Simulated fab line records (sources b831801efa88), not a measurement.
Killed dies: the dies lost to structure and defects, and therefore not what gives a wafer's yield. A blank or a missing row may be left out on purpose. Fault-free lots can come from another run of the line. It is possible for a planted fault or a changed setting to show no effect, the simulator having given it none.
fab line records ; flow gf180mcu
[record] lots = 6; wafers = 18; last-day = 34
route steps=602 shown VT_IMPLANT@119
lots that met no fault: taken from a fault-free run of the same line
start-h: hours from the record's first day to the start of the lot's first wafer shown ; wait-h: hours from the lot's prior step to this one ; " unchanged from the row above ; L1.1+2: a single row standing in for several wafers ; - no value, or no start was given ; * or withheld: withheld ; < > ~ a bound
route shown NAME@n: a module of which the file shows steps, and the number in the route of the first ; usual: the fault-free wafers' mean and standard deviation ; same: alike in all rows ; chamber/n: place in a boat ; sites: per-site readings ; _std_site: how widely they spread, as a standard deviation ; _edge_site: the outer-site mean with the inner-site mean subtracted ; radius-mm: for every site, how far away it sits from the centre of the wafer ; mask NAME#n: copy n ; behind: the tool/chamber that last shaped the wafer ; hold: why the lot was held/for how many hours/how that ended ; device: which transistor (n, p or np) failed to switch ; end of line: the route-end tests of the same wafers ; for a step that has no rows: nothing shown but its recipe ; killed: count of dies lost to structure and defects at first sort (not the wafer's yield) ; map: per-die view of a wafer (x killed, . not killed, _ where there is no die)
set.NAME: the setting as run; set.NAME@STEP: as run at that earlier step ; model.NAME: the simulator's own value behind a step, which no gauge read
lots at selected steps of the route; one table per step, one row per wafer
services: the hour from which a tool's chamber was out of use, counted from the record's first day as start-h (under 0 if before that day), plus the number of hours and why
[[steps]]
[step GF_VT_IMPLANT_OVL_MEAS_29]
[usual] VT_IMPLANT_02_OVL = 0.7/1.4
lot.wafer;tool;chamber;start-h;wait-h;VT_IMPLANT_02_OVL[nm]
L409.4;overlay-02;-;179.98;0.1;2.1
L409.5;overlay-02;-;179.98;0.1;3.8
L409.6;overlay-02;-;179.98;0.1;0.7
L408.1;overlay-02;-;181.09;0.7;-1.7
L408.2;overlay-02;-;181.09;0.7;-0.6
L408.5;overlay-02;-;181.09;0.7;-0.1
L419.4;overlay-02;-;244.41;0.1;1.7
L419.5;overlay-02;-;244.41;0.1;1.0
L419.6;overlay-02;-;244.41;0.1;0.2
L420.2;overlay-02;-;250.66;0.1;0.9
L420.4;overlay-02;-;250.66;0.1;2.0
L420.6;overlay-02;-;250.66;0.1;1.4
L423.1;overlay-02;-;271.69;0.1;-0.9
L423.2;overlay-02;-;271.69;0.1;-0.7
L423.3;overlay-02;-;271.69;0.1;-0.9
L426.1;overlay-01;-;291.29;0.1;0.7
L426.4;overlay-01;-;291.29;0.1;2.0
L426.6;overlay-01;-;291.29;0.1;1.7
[step GF_VT_IMPLANT_IMPLANT_30]
[recipe] species = B; energy-kev = 25; dose-cm2 = 2.534e+12; tilt-deg = 7
[step GF_VT_IMPLANT_STRIP_31]
[recipe] chemistry = O2/N2; power-w = 1400; pressure-mtorr = 1500; platen-temp-c = 250; o2-flow-sccm = 3000; n2-flow-sccm = 300; overash-fraction = 0.5
[usual] chamber-pressure-mTorr = 1500.0/1.4; drypump-motor-current-A = 5.67/0.25; heater-power-w = 330/18; n2-flow-sccm = 300.0/0.93; oes-product-au = 0.717/0.0051; strip-time-to-endpoint-s = 12.62/0.033
lot.wafer;tool;chamber;start-h;wait-h;chamber-pressure-mTorr;drypump-motor-current-A;heater-power-w;n2-flow-sccm;oes-product-au;rf-hours-counter-h;strip-time-to-endpoint-s
L409.4;plasma-asher-04;1;180.18;0.1;1500.8;5.63;324;298.8;0.730;-;12.63
L409.5;plasma-asher-04;0;180.18;0.1;1500.8;5.94;326;299.1;0.713;-;12.65
L409.6;plasma-asher-04;1;180.18;0.1;1501.9;5.65;327;298.2;0.725;-;12.63
L408.1;plasma-asher-02;0;181.27;0.1;1499.2;5.56;327;299.7;0.715;52;12.62
L408.2;plasma-asher-02;1;181.27;0.1;1500.9;5.29;305;298.5;0.714;52;12.58
L408.5;plasma-asher-02;0;181.27;0.1;1500.8;5.56;329;300.0;0.712;-;12.59
L419.4;plasma-asher-04;1;244.61;0.1;1500.2;5.63;322;298.6;0.719;-;12.59
L419.5;plasma-asher-04;1;244.61;0.1;1497.9;5.65;323;298.8;0.722;-;12.56
L419.6;plasma-asher-04;0;244.61;0.1;1500.3;5.98;333;301.7;0.717;-;12.61
L420.2;plasma-asher-03;0;250.84;0.1;1498.1;5.90;366;300.7;0.713;48;12.64
L420.4;plasma-asher-03;0;250.84;0.1;1500.0;5.95;371;300.8;0.715;-;12.64
L420.6;plasma-asher-03;0;250.84;0.1;1500.4;5.92;373;299.0;0.718;-;12.68
L423.1;plasma-asher-02;1;271.87;0.1;1501.1;5.28;301;300.0;0.724;62;12.65
L423.2;plasma-asher-02;0;271.87;0.1;1500.1;5.55;331;299.4;0.719;62;12.60
L423.3;plasma-asher-02;0;271.87;0.1;1501.7;5.56;330;300.2;0.718;-;12.63
L426.1;plasma-asher-03;1;291.47;0.1;1499.7;5.91;332;300.4;0.715;52;12.58
L426.4;plasma-asher-03;0;291.47;0.1;1498.8;5.89;360;299.9;0.718;-;12.60
L426.6;plasma-asher-03;1;291.47;0.1;1500.0;5.90;337;301.7;0.719;-;12.61
[step GF_VT_IMPLANT_TW_MEAS_32]
[usual] VT_IMPLANT_3_TW = 266.5/1.4
lot.wafer;tool;chamber;start-h;wait-h;VT_IMPLANT_3_TW
L409.4;film-metro-04;-;180.27;0.1;266.0
L409.5;film-metro-04;-;180.27;0.1;266.0
L409.6;film-metro-04;-;180.27;0.1;265.2
L408.1;film-metro-03;-;181.37;0.1;265.1
L408.2;film-metro-03;-;181.37;0.1;266.4
L408.5;film-metro-03;-;181.37;0.1;265.4
L419.4;film-metro-04;-;244.70;0.1;264.8
L419.5;film-metro-04;-;244.70;0.1;264.8
L419.6;film-metro-04;-;244.70;0.1;265.1
L420.2;film-metro-04;-;250.95;0.1;265.3
L420.4;film-metro-04;-;250.95;0.1;266.7
L420.6;film-metro-04;-;250.95;0.1;265.3
L423.1;film-metro-03;-;271.97;0.1;265.7
L423.2;film-metro-03;-;271.97;0.1;264.8
L423.3;film-metro-03;-;271.97;0.1;266.5
L426.1;film-metro-03;-;291.57;0.1;264.2
L426.4;film-metro-03;-;291.57;0.1;265.2
L426.6;film-metro-03;-;291.57;0.1;263.6
[step GF_VT_IMPLANT_DEHYDRATE_33]
[recipe] temp-c = 200; time-s = 60
[step GF_VT_IMPLANT_HMDS_34]
[recipe] prime-time-s = 60; prime-temp-c = 120
[step GF_VT_IMPLANT_COAT_35]
[recipe] resist = NOVOLAK; spin-rpm = 3000; resist-thk-nm = 1000
[step GF_VT_IMPLANT_SOFTBAKE_36]
[recipe] temp-c = 90; time-s = 60; resist = NOVOLAK
[step GF_VT_IMPLANT_EXPOSE_37]
[recipe] mask-id = Nwell_HV_AREA; target-cd-nm = 860; na = 0.6; source-shape = conventional; sigma-outer = 0.6; dose-mj = 140
[step GF_VT_IMPLANT_PEB_38]
[recipe] temp-c = withheld; time-s = *; resist = NOVOLAK
[step GF_VT_IMPLANT_DEVELOP_39]
[recipe] develop-time-s = 60; dev-temp-c = 23
[step GF_VT_IMPLANT_OVL_MEAS_40]
[usual] VT_IMPLANT_03_OVL = 0.9/1.3
lot.wafer;tool;chamber;start-h;wait-h;VT_IMPLANT_03_OVL[nm]
L409.4;overlay-02;-;196.92;0.1;0.1
L409.5;overlay-02;-;196.92;0.1;1.9
L409.6;overlay-02;-;196.92;0.1;0.5
L408.1;overlay-02;-;197.89;0.1;0.9
L408.2;overlay-02;-;197.89;0.1;2.6
L408.5;overlay-02;-;197.89;0.1;2.5
L419.4;overlay-01;-;262.98;0.1;1.2
L419.5;overlay-01;-;262.98;0.1;1.2
L419.6;overlay-01;-;262.98;0.1;1.1
L420.2;overlay-02;-;270.20;0.1;1.0
L420.4;overlay-02;-;270.20;0.1;1.4
L420.6;overlay-02;-;270.20;0.1;0.6
L423.1;overlay-01;-;291.91;0.1;0.6
L423.2;overlay-01;-;291.91;0.1;0.9
L423.3;overlay-01;-;291.91;0.1;0.8
L426.1;overlay-02;-;312.39;0.1;-0.7
L426.4;overlay-02;-;312.39;0.1;0.8
L426.6;overlay-02;-;312.39;0.1;-0.2
[step GF_VT_IMPLANT_IMPLANT_41]
[recipe] species = As; energy-kev = 70; dose-cm2 = 1.013e+12; tilt-deg = 7
[usual] beam-energy-keV = 70.000/0.019; beam-on-s = 10.01/0.21
lot.wafer;tool;chamber;start-h;wait-h;beam-energy-keV;beam-on-s
L409.4;implanter-02;0;197.01;0.1;70.003;10.20
L409.5;implanter-02;0;197.01;0.1;70.016;10.11
L409.6;implanter-02;0;197.01;0.1;70.022;9.59
L408.1;implanter-02;0;197.93;0.0;69.986;9.90
L408.2;implanter-02;0;197.93;0.0;70.017;10.68
L408.5;implanter-02;0;197.93;0.0;70.004;9.97
L419.4;implanter-01;-;263.07;0.1;-;-
L419.5;implanter-01;-;263.07;0.1;-;-
L419.6;implanter-01;-;263.07;0.1;-;-
L420.2;implanter-02;-;270.25;0.0;-;-
L420.4;implanter-02;-;270.25;0.0;-;-
L420.6;implanter-02;-;270.25;0.0;-;-
L423.1;implanter-01;0;291.94;0.0;69.980;9.99
L423.2;implanter-01;0;291.94;0.0;70.013;9.91
L423.3;implanter-01;0;291.94;0.0;69.989;9.99
L426.1;implanter-01;0;312.42;0.0;70.002;9.95
L426.4;implanter-01;0;312.42;0.0;70.007;10.12
L426.6;implanter-01;0;312.42;0.0;69.993;9.90
[step GF_VT_IMPLANT_STRIP_42]
[recipe] chemistry = O2/N2; power-w = 1400; pressure-mtorr = 1500; platen-temp-c = 250; o2-flow-sccm = 3000; n2-flow-sccm = 300; overash-fraction = 0.5
[usual] chamber-pressure-mTorr = 1500.1/1.3; drypump-motor-current-A = 5.71/0.24; heater-power-w = 332/18; n2-flow-sccm = 300.1/0.84; oes-product-au = 0.716/0.0045; strip-time-to-endpoint-s = 12.609/0.026
lot.wafer;tool;chamber;start-h;wait-h;chamber-pressure-mTorr;drypump-motor-current-A;heater-power-w;n2-flow-sccm;oes-product-au;rf-hours-counter-h;strip-time-to-endpoint-s
L409.4;plasma-asher-03;1;197.12;0.1;1500.3;5.90;333;299.5;0.714;-;12.560
L409.5;plasma-asher-03;0;197.12;0.1;1501.1;5.92;377;299.8;0.717;-;12.576
L409.6;plasma-asher-03;1;197.12;0.1;1499.8;5.88;340;299.7;0.719;-;12.574
L408.1;plasma-asher-02;0;198.08;0.1;1500.3;5.55;322;300.0;0.707;54;12.626
L408.2;plasma-asher-02;1;198.08;0.1;1498.6;5.27;307;300.1;0.717;54;12.616
L408.5;plasma-asher-02;1;198.08;0.1;1500.5;5.30;311;300.8;0.717;-;12.641
L419.4;plasma-asher-02;0;263.18;0.1;1500.5;5.57;326;299.5;0.715;-;12.658
L419.5;plasma-asher-02;1;263.18;0.1;1500.6;5.29;299;298.5;0.711;-;12.620
L419.6;plasma-asher-02;0;263.18;0.1;1500.4;5.58;330;299.5;0.711;-;12.623
L420.2;plasma-asher-04;0;270.38;0.1;1499.2;5.95;328;299.6;0.721;15;12.619
L420.4;plasma-asher-04;0;270.38;0.1;1501.1;5.95;324;300.0;0.718;-;12.600
L420.6;plasma-asher-04;0;270.38;0.1;1500.0;5.97;324;299.3;0.715;-;12.616
L423.1;plasma-asher-04;0;292.09;0.1;1501.4;5.98;333;300.8;0.718;18;12.639
L423.2;plasma-asher-04;1;292.09;0.1;1500.2;5.63;327;300.1;0.720;18;12.605
L423.3;plasma-asher-04;1;292.09;0.1;1500.7;5.65;319;300.3;0.718;-;12.614
L426.1;plasma-asher-02;0;312.57;0.1;1501.0;5.56;325;300.1;0.715;66;12.638
L426.4;plasma-asher-02;1;312.57;0.1;1502.4;5.32;309;299.6;0.720;-;12.632
L426.6;plasma-asher-02;0;312.57;0.1;1498.9;5.55;331;300.9;0.711;-;12.641
[step GF_VT_IMPLANT_TW_MEAS_43]
[usual] VT_IMPLANT_4_TW = 685/3.6
lot.wafer;tool;chamber;start-h;wait-h;VT_IMPLANT_4_TW
L409.4;film-metro-03;-;197.21;0.1;686
L409.5;film-metro-03;-;197.21;0.1;682
L409.6;film-metro-03;-;197.21;0.1;683
L408.1;film-metro-01;-;198.18;0.1;685
L408.2;film-metro-01;-;198.18;0.1;687
L408.5;film-metro-01;-;198.18;0.1;686
L419.4;film-metro-03;-;263.27;0.1;30
L419.5;film-metro-03;-;263.27;0.1;30
L419.6;film-metro-03;-;263.27;0.1;30
L420.2;film-metro-03;-;270.49;0.1;30
L420.4;film-metro-03;-;270.49;0.1;30
L420.6;film-metro-03;-;270.49;0.1;30
L423.1;film-metro-04;-;292.19;0.1;689
L423.2;film-metro-04;-;292.19;0.1;689
L423.3;film-metro-04;-;292.19;0.1;693
L426.1;film-metro-04;-;312.67;0.1;687
L426.4;film-metro-04;-;312.67;0.1;687
L426.6;film-metro-04;-;312.67;0.1;686
[step GF_VT_IMPLANT_CLEAN_44]
[recipe] chemistry = SC1/SC2; mix = 1:4:20; temp-c = 70; time-s = 150; dry = n2-spin
[[services]]
tool;chamber;start-h;hours;kind
implanter-01;-;157.77;15.3;pm
implanter-01;-;173.08;5.1;pm
implanter-01;-;211.43;1.3;repair
plasma-asher-02;-;226.03;1.4;repair
implanter-01;-;276.49;3.6;pm
implanter-01;-;307.94;2.2;repair
[[key]]
[first-sign] step = GF_VT_IMPLANT_IMPLANT_41; reading = tool-record; direction = missing
[effect] step = GF_VT_IMPLANT_TW_MEAS_43; reading = VT_IMPLANT_4_TW; direction = down; sigmas = 99+; usual = 685; struck = 30
met-at GF_VT_IMPLANT_IMPLANT_41
struck-wafers L419.4,L419.5,L419.6,L420.2,L420.4,L420.6
later-rows-left-out L419.4,L419.5,L419.6,L420.2,L420.4,L420.6
sort-left-out L419.4,L419.5,L419.6,L420.2,L420.4,L420.6
tester-left-out L419,L420
onset-between 197.93 263.07
[fault] kind = skipped-step-whole; tool = implanter-01,implanter-02; chamber = -; onset-h = 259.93; steps = GF_VT_IMPLANT_IMPLANT_41; scope = struck-lots-only
// tester-left-out: of these lots the tester's yield and bins aren't shown, on N5 and GAA mostly nor the transistor test; their killed dies are dies lost to structure and defects alone, not to doping, threshold or leakage, so they don't give the yield
// sort-left-out: the simulated sort isn't trusted on such a fault, so these wafers' sort isn't shown, and their yield isn't known
// later-rows-left-out: the simulator's readings of these wafers behind a module that went badly wrong aren't trusted and aren't shown, but for the sort
